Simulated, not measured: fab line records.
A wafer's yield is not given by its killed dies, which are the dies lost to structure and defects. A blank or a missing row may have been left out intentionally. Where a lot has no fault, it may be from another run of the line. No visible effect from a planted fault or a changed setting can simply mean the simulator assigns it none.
The tool behind it: which one? + flow gf180mcu + 11 lots, 33 wafers sampled, at 3 steps of a route of 602

== WHAT THE GAUGES READ, wafer by wafer ==
GF_M2_CD_MEAS_14 targets a cd of 280 nm. Usual: cd nm 279.5 nm, standard deviation 1.6.
| lot  | measured     | on        | cd nm (nm)        | flag |
|------|--------------|-----------|-------------------|------|
| L295 | day 19 19:55 | cd sem-02 | 280.8 280.9 280.3 |      |
| L298 | day 20 16:05 | cd sem-01 | 279.5 279.5 279.0 |      |
| L299 | day 21 02:41 | cd sem-01 | 279.4 279.4 279.8 |      |
| L300 | day 21 15:07 | cd sem-02 | 277.0 275.1 276.4 |      |
| L303 | day 22 17:52 | cd sem-02 | 278.8 278.7 277.6 |      |
| L307 | day 24 01:00 | cd sem-02 | 277.7 277.8 278.6 |      |
| L309 | day 24 14:31 | cd sem-01 | 280.8 280.0 279.3 |      |
| L310 | day 25 00:54 | cd sem-02 | 280.2 283.2 280.8 |      |
| L313 | day 25 21:31 | cd sem-01 | 281.4 280.0 280.5 |      |
| L314 | day 26 07:13 | cd sem-02 | 278.5 278.3 278.7 |      |
| L317 | day 26 21:42 | cd sem-01 | 278.9 279.3 279.1 |      |

== WHAT TOOL EACH LOT RAN ON (gives the tool, then ch and the chambers of the sampled wafers, and finally the start) ==
| lot  | GF_V1_SPUTTER_21             | GF_V1_CVD_23                  |
|------|------------------------------|-------------------------------|
| L295 | pvd sputter-03, day 18 18:49 | cvd w-01 ch 0,1, day 18 18:55 |
| L298 | pvd sputter-03, day 19 15:02 | cvd w-01 ch 0,1, day 19 15:08 |
| L299 | pvd sputter-03, day 20 02:19 | cvd w-02 ch 0,1, day 20 02:25 |
| L300 | pvd sputter-01, day 20 14:33 | cvd w-01 ch 0,1, day 20 14:41 |
| L303 | pvd sputter-01, day 21 17:31 | cvd w-01 ch 0,1, day 21 17:37 |
| L307 | pvd sputter-01, day 23 01:25 | cvd w-02 ch 0,1, day 23 01:31 |
| L309 | pvd sputter-01, day 23 15:11 | cvd w-02 ch 0,1, day 23 15:17 |
| L310 | pvd sputter-04, day 24 03:08 | cvd w-01 ch 0,1, day 24 03:14 |
| L313 | pvd sputter-01, day 24 23:22 | cvd w-02 ch 1, day 24 23:32   |
| L314 | pvd sputter-04, day 25 09:07 | cvd w-01 ch 0,1, day 25 09:13 |
| L317 | pvd sputter-03, day 26 00:36 | cvd w-01 ch 0,1, day 26 00:42 |
- GF_V1_SPUTTER_21: material Ti, target thk 15 nm, time 80.02 s.
- GF_V1_CVD_23: deposits W, target thk 350 nm, time 105.05 s.

== WHAT THE TOOLS THEMSELVES READ (means of the sampled wafers that have a number; where no wafer has one, the mark that the record gives instead) ==
GF_V1_SPUTTER_21. Usual: cathode dc power W 2500.0 W, standard deviation 0.44; throttle valve pct 30.0 %, standard deviation 0.97.
| lot  | tool           | cathode dc power W (W) | throttle valve pct (%) | flag |
|------|----------------|------------------------|------------------------|------|
| L295 | pvd sputter-03 | 2500.0                 | 30.0                   |      |
| L298 | pvd sputter-03 | 2500.0                 | 29.7                   |      |
| L299 | pvd sputter-03 | 2500.3                 | 30.0                   |      |
| L300 | pvd sputter-01 | 2499.8                 | 30.4                   |      |
| L303 | pvd sputter-01 | 2500.0                 | 30.9                   |      |
| L307 | pvd sputter-01 | 2499.9                 | 31.5                   |      |
| L309 | pvd sputter-01 | 2500.2                 | 30.0                   |      |
| L310 | pvd sputter-04 | 2499.9                 | 29.5                   |      |
| L313 | pvd sputter-01 | 2500.1                 | 31.0                   |      |
| L314 | pvd sputter-04 | 2500.1                 | 29.6                   |      |
| L317 | pvd sputter-03 | 2500.0                 | 29.3                   |      |

GF_V1_CVD_23. Usual: heater power w 860 W, standard deviation 41.
| lot  | tool     | heater power w (W) | flag |
|------|----------|--------------------|------|
| L295 | cvd w-01 | 846                |      |
| L298 | cvd w-01 | 887                |      |
| L299 | cvd w-02 | 835                |      |
| L300 | cvd w-01 | 876                |      |
| L303 | cvd w-01 | 873                |      |
| L307 | cvd w-02 | 836                |      |
| L309 | cvd w-02 | 826                |      |
| L310 | cvd w-01 | 877                |      |
| L313 | cvd w-02 | 867                |      |
| L314 | cvd w-01 | 851                |      |
| L317 | cvd w-01 | 870                |      |

== THE ANSWER, worked out from the rows above alone ==
Rule: take the mean of a lot's wafers that have a number; if it is more than 3 standard deviations from the usual mean, the lot is off. A lot without any number at a reading at which 4 lots or more have one is off too. Where the step has rows for the other lots, those lots are counted as sound. First the gauges in route order, then the tools' own readings, where a lot's mean is used as printed above. At the first step where some lot is off, the reading lying furthest off is the one used; lots without a number count as furthest.
None of the lots is off at any reading shown; this tells nothing.

== WHAT WAS PUT IN BY THE SIMULATOR ==
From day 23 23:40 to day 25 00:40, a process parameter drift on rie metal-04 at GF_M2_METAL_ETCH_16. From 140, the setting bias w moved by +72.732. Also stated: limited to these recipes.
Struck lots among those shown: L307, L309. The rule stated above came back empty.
